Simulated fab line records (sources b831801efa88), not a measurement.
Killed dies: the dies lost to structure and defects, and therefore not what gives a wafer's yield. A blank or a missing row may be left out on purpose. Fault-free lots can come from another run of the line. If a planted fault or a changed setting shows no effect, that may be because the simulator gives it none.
One fault through the eyes of 2 desks :: flow sfq line :: what lay behind the numbers comes last; until then each desk has only its own

== TOOL OWNER'S DESK, rie metal-02 ==
The tool's own readings at SFQ_TRILAYER_JJ_CE_ETCH_RIE_118 (chemistry SF6, target Nb, stops on Al2O3, time 97.7 s, target depth 170 nm): means of the sampled wafers that have a number, for each lot that ran on this tool. Any lot whose mean is over 4 standard deviations away from the usual mean is out of limits and marked OUT; that distance is given in the brackets.
Columns: A = drypump motor current A at SFQ_TRILAYER_JJ_CE_ETCH_RIE_118, usual 5.8 A; B = oes product au at SFQ_TRILAYER_JJ_CE_ETCH_RIE_118, usual 0.988 a.u.
lot: L388
first seen here: day 56 11:00
A: 5.5
B: 0.962

lot: L389
first seen here: day 56 12:10
A: 5.9
B: 0.970

lot: L390
first seen here: day 56 13:24
A: 6.3
B: 0.925 (-7.6) OUT

lot: L399
first seen here: day 63 04:02
A: 6.0
B: 0.984

lot: L401
first seen here: day 63 15:49
A: 6.3
B: 0.994
This desk finds L390 out of limits, L390 being first, at day 56 13:24 (oes product au at SFQ_TRILAYER_JJ_CE_ETCH_RIE_118). L388, L389, L399, L401: within limits.

== THE METROLOGY DESK ==
Lot by lot, what the gauges showed, no matter which tool ran the lot: averages of those sampled wafers that carry a number. Any lot whose mean is over 4 standard deviations away from the usual mean is out of limits and marked OUT; that distance is given in the brackets.
Columns: A = JJ_NB_RS at SFQ_JJ_RS_MEAS_929, usual 1.050 ohm/sq; B = J5_OVL at SFQ_JJ_OVL_MEAS_931, usual 1 nm
lot: L379
first seen here: day 50 19:14
A: 1.047
B: 1

lot: L386
first seen here: day 52 06:02
A: 1.053
B: 11

lot: L388
first seen here: day 52 16:53
A: 1.055
B: 3

lot: L389
first seen here: day 53 03:38
A: 1.042
B: 13

lot: L390
first seen here: day 53 10:55
A: 1.080
B: 6

lot: L399
first seen here: day 62 19:17
A: 1.051
B: 4

lot: L401
first seen here: day 63 08:29
A: 1.045
B: 5
This desk's verdict: no lot among the 7 shows anything out of limits.

== ALL TOGETHER ==
The tool owner's desk could have raised an alarm at day 56 13:24, on L390.
From the metrology desk's view, nothing was out of limits.
The metrology desk holds a record of L390, inside its limits.
Of the lots named, all ran SFQ_TRILAYER_JJ_CE_ETCH_RIE_118 on rie metal-02.

== WHAT THE SIMULATOR HAD PUT IN ==
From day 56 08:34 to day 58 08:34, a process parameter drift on rie metal-02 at SFQ_TRILAYER_JJ_CE_ETCH_RIE_118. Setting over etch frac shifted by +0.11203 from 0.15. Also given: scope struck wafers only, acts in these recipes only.
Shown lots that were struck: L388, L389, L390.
Time in hours from fault onset to the first out-of-limits reading at each desk: the tool owner's desk, 5.
